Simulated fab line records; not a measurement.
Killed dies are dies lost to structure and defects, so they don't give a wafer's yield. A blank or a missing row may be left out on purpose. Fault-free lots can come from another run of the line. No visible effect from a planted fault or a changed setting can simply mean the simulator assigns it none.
Which tool was responsible? | flow gf180mcu | Sampling: 13 lots, 37 wafers, 4 of 602 route steps

== WHAT EACH GAUGE READ, for each wafer ==
GF_VT_IMPLANT_TW_MEAS_43.
lot  | measured     | on            | VT_IMPLANT_4_TW
L570 | day 8 01:25  | film-metro-01 | 698 699 700
L572 | day 8 20:38  | film-metro-02 | 688 690 693
L573 | day 9 01:26  | film-metro-02 | 688 690 690
L576 | day 9 21:57  | film-metro-04 | 696 701 700
L577 | day 10 05:38 | film-metro-02 | 692 693 689
L579 | day 10 17:07 | film-metro-04 | 696 694 695
L580 | day 11 01:56 | film-metro-01 | 674 671
L581 | day 11 06:37 | film-metro-02 | 669 691 663
L586 | day 12 12:55 | film-metro-01 | 694 694 695
L587 | day 12 20:59 | film-metro-02 | 668 684
L588 | day 13 05:26 | film-metro-04 | 695 696 696
L589 | day 13 13:29 | film-metro-02 | 693 692 694
L590 | day 13 22:19 | film-metro-01 | 697 699 697

== TOOL THAT RAN EACH LOT (tool first, then ch and the chambers of the sampled wafers, then the start) ==
lot  | GF_NWELL_STRIP_10                   | GF_LVPWELL_STRIP_10                 | GF_VT_IMPLANT_IMPLANT_41
L570 | plasma-asher-02 ch 0,1, day 3 17:43 | plasma-asher-02 ch 0,1, day 4 07:52 | implanter-02 ch 0, day 8 01:12
L572 | plasma-asher-02 ch 0,1, day 4 09:32 | plasma-asher-03 ch 0,1, day 4 23:59 | implanter-04 ch 0, day 8 20:25
L573 | plasma-asher-02 ch 0,1, day 4 13:42 | plasma-asher-04 ch 0,1, day 5 04:04 | implanter-01 ch 0, day 9 01:11
L576 | plasma-asher-02 ch 0,1, day 5 05:41 | plasma-asher-03 ch 0,1, day 5 20:20 | implanter-01 ch 0, day 9 21:42
L577 | plasma-asher-03 ch 0,1, day 5 11:23 | plasma-asher-02 ch 0,1, day 6 02:23 | implanter-02 ch 0, day 10 05:25
L579 | plasma-asher-01 ch 0,1, day 5 20:35 | plasma-asher-02 ch 0,1, day 6 12:27 | implanter-01 ch 0, day 10 16:55
L580 | plasma-asher-03 ch 0, day 6 02:44   | plasma-asher-04 ch 0,1, day 6 18:34 | implanter-01 ch 0, day 11 01:43
L581 | plasma-asher-02 ch 0,1, day 6 07:41 | plasma-asher-03 ch 0,1, day 6 22:56 | implanter-01 ch 0, day 11 06:22
L586 | plasma-asher-02 ch 0,1, day 7 10:59 | plasma-asher-02 ch 0,1, day 8 03:34 | implanter-04 ch 0, day 12 12:42
L587 | plasma-asher-02 ch 0,1, day 7 16:27 | plasma-asher-04 ch 0,1, day 8 09:25 | implanter-01 ch 0, day 12 20:46
L588 | plasma-asher-03 ch 0,1, day 7 23:41 | plasma-asher-03 ch 0,1, day 8 16:32 | implanter-04 ch 0, day 13 05:11
L589 | plasma-asher-03 ch 0,1, day 8 05:41 | plasma-asher-02 ch 0, day 8 23:02   | implanter-02 ch 0, day 13 13:15
L590 | plasma-asher-02 ch 0,1, day 8 14:31 | plasma-asher-04 ch 0,1, day 9 08:13 | implanter-04 ch 0, day 13 22:05
- GF_NWELL_STRIP_10: strips in O2/N2.
- GF_LVPWELL_STRIP_10: strips in O2/N2.
- GF_VT_IMPLANT_IMPLANT_41

== WHAT THE TOOLS THEMSELVES READ (means of the sampled wafers that have a number; where no wafer has one, the mark that the record gives instead) ==
GF_NWELL_STRIP_10.
lot  | tool            | drypump-motor-current-A (A) | heater-power-w (W) | oes-product-au (a.u.) | strip-time-to-endpoint-s (s)
L570 | plasma-asher-02 | 6.1                         | 346                | 0.721                 | 36.88
L572 | plasma-asher-02 | 6.1                         | 349                | 0.719                 | 36.91
L573 | plasma-asher-02 | 6.1                         | 350                | 0.723                 | 37.01
L576 | plasma-asher-02 | 6.1                         | 348                | 0.716                 | 36.82
L577 | plasma-asher-03 | 5.2                         | 328                | 0.726                 | 36.89
L579 | plasma-asher-01 | 5.4                         | 288                | 0.724                 | 36.77
L580 | plasma-asher-03 | 5.0                         | 308                | 0.722                 | 36.88
L581 | plasma-asher-02 | 6.1                         | 353                | 0.724                 | 36.82
L586 | plasma-asher-02 | 6.1                         | 352                | 0.727                 | 37.01
L587 | plasma-asher-02 | 6.2                         | 362                | 0.727                 | 37.00
L588 | plasma-asher-03 | 5.2                         | 329                | 0.723                 | 37.13
L589 | plasma-asher-03 | 5.2                         | 331                | 0.725                 | 36.90
L590 | plasma-asher-02 | 6.2                         | 369                | 0.723                 | 36.93

GF_LVPWELL_STRIP_10.
lot  | tool            | drypump-motor-current-A (A) | heater-power-w (W) | oes-product-au (a.u.) | strip-time-to-endpoint-s (s)
L570 | plasma-asher-02 | 6.2                         | 364                | 0.724                 | 36.84
L572 | plasma-asher-03 | 5.3                         | 344                | 0.722                 | 36.74
L573 | plasma-asher-04 | 5.5                         | 304                | 0.722                 | 36.92
L576 | plasma-asher-03 | 5.4                         | 344                | 0.723                 | 36.91
L577 | plasma-asher-02 | 6.2                         | 367                | 0.724                 | 36.88
L579 | plasma-asher-02 | 6.1                         | 347                | 0.721                 | 36.87
L580 | plasma-asher-04 | 5.5                         | 296                | 0.724                 | 36.91
L581 | plasma-asher-03 | 5.2                         | 328                | 0.728                 | 36.91
L586 | plasma-asher-02 | 6.1                         | 349                | 0.723                 | 36.97
L587 | plasma-asher-04 | 5.5                         | 294                | 0.718                 | 36.95
L588 | plasma-asher-03 | 5.2                         | 331                | 0.719                 | 36.98
L589 | plasma-asher-02 | 6.1                         | 333                | 0.719                 | 36.91
L590 | plasma-asher-04 | 5.5                         | 303                | 0.721                 | 37.00

== THE ANSWER, worked out from the rows above alone ==
Rule: what is usual is taken from the lots themselves. Put in order of their means at a reading, lots are off if they are a third of the lots or fewer, leave a main group of 4 or more, and stand apart from it by a gap of 3 or more times the standard deviation of the main group's means; of several such gaps the widest counts. Not used: any main group whose means are identical at the precision the tables above print for the reading. Also off: a lot with no number at a reading for which 4 or more lots have one. Any other lot the step has rows for is counted as sound. After the gauges, taken in route order, come the tools' own readings; for these a lot's mean is taken, as printed above. The first step at which some lot is off is used, and at that step the reading that is off furthest; a lot without a number counts as furthest.
Off: L580, L581, L587, seen at GF_VT_IMPLANT_TW_MEAS_43 (VT_IMPLANT_4_TW). For the main group the mean is 694 and the standard deviation 3.3.
A tool fits if, at a process step before that reading, it ran every lot that is off, and no sound lot after the first of them. Those tools and the gauges at GF_VT_IMPLANT_TW_MEAS_43 are tried in the same way. One candidate fits, namely implanter-01 at GF_VT_IMPLANT_IMPLANT_41. Its last sound lot is L579 (day 10 16:55), its first lot that is off L580 (day 11 01:43): a fault that began between those two fits.

== WHAT THE SIMULATOR PUT IN ==
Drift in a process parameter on implanter-01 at GF_VT_IMPLANT_IMPLANT_41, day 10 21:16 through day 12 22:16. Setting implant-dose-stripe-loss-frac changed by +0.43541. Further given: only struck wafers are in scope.
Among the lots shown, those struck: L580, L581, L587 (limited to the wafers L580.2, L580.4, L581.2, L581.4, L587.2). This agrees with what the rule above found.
